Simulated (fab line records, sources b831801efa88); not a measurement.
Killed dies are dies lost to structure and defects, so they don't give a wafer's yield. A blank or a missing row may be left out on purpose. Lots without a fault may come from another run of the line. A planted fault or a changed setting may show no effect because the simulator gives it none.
Which tool did it? | flow sky130 | 7 lots, 21 wafers sampled, at 3 steps of a route of 708

WHAT THE GAUGES READ, wafer by wafer
SKY_LDD_HVN_OVL_MEAS_07.
lot  | measured     | on         | LDD_HVN_OVL (nm)
L157 | day 22 07:30 | overlay-01 | -0.5 -2.3 -1.1
L155 | day 22 11:57 | overlay-02 | 1.6 1.3 1.9
L159 | day 23 03:48 | overlay-01 | 0.8 1.0 -0.5
L161 | day 23 21:52 | overlay-02 | 56.6 57.1 57.8
L163 | day 24 15:47 | overlay-02 | 55.9 56.7 58.8
L172 | day 27 13:11 | overlay-01 | -0.6 1.8 2.1
L175 | day 28 09:45 | overlay-02 | -1.2 -3.1 -1.7

WHICH TOOL RAN EACH LOT (tool, then ch and the chambers of the sampled wafers, then the start)
lot  | SKY_SONOS_ONO_ETCH_15              | SKY_LDD_HVN_EXPOSE_04
L157 | rie_diel-04 ch 0,1,2, day 14 07:48 | iline_stepper-02 ch 0, day 21 16:40
L155 | rie_diel-03 ch 0,1, day 14 14:57   | iline_stepper-02 ch 0, day 21 20:41
L159 | rie_diel-04 ch 0,2,3, day 15 04:30 | iline_stepper-01 ch 0, day 22 13:09
L161 | rie_diel-02 ch 0,1,2, day 15 20:11 | iline_stepper-01 ch 0, day 23 06:53
L163 | rie_diel-02 ch 0,1,2, day 16 12:27 | iline_stepper-01 ch 0, day 24 01:35
L172 | rie_diel-02 ch 0,2,3, day 19 17:27 | iline_stepper-02 ch 0, day 26 23:11
L175 | rie_diel-03 ch 0,1, day 20 17:06   | iline_stepper-02 ch 0, day 27 20:05
- SKY_SONOS_ONO_ETCH_15: etches the open film in CHF3/O2, target depth 19.52 nm, time 7.8 s.
- SKY_LDD_HVN_EXPOSE_04: exposes mask HVNTM, target cd 700 nm.

THE ANSWER, worked out from the rows above alone
Rule: what is usual is taken from the lots themselves. Put in order of their means at a reading, lots are off if they are a third of the lots or fewer, leave a main group of 4 or more, and stand apart from it by a gap of 3 or more times the standard deviation of the main group's means; of several such gaps the widest counts. A main group whose means are all the same, to the digits that the tables above print for the reading, isn't used. A lot without any number at a reading at which 4 lots or more have one is off too. The other lots that the step has rows for count as sound.
Off: L161, L163, at SKY_LDD_HVN_OVL_MEAS_07 (LDD_HVN_OVL). The main group: mean -0.0 nm, standard deviation 1.4.
A tool fits if, at a process step before that reading, it ran every lot that is off, and no sound lot after the first of them. The gauges at SKY_LDD_HVN_OVL_MEAS_07 are tried like those tools. One fits: iline_stepper-01 at SKY_LDD_HVN_EXPOSE_04. Its last sound lot is L159 (day 22 13:09), its first lot that is off L161 (day 23 06:53): a fault that began between those two fits.

WHAT THE SIMULATOR HAD PUT IN
Scanner matching overlay: iline_stepper-01, from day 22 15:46 on, at SKY_LDD_HVN_EXPOSE_04. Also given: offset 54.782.
Lots struck among those shown: L161, L163. The rule above found the same.
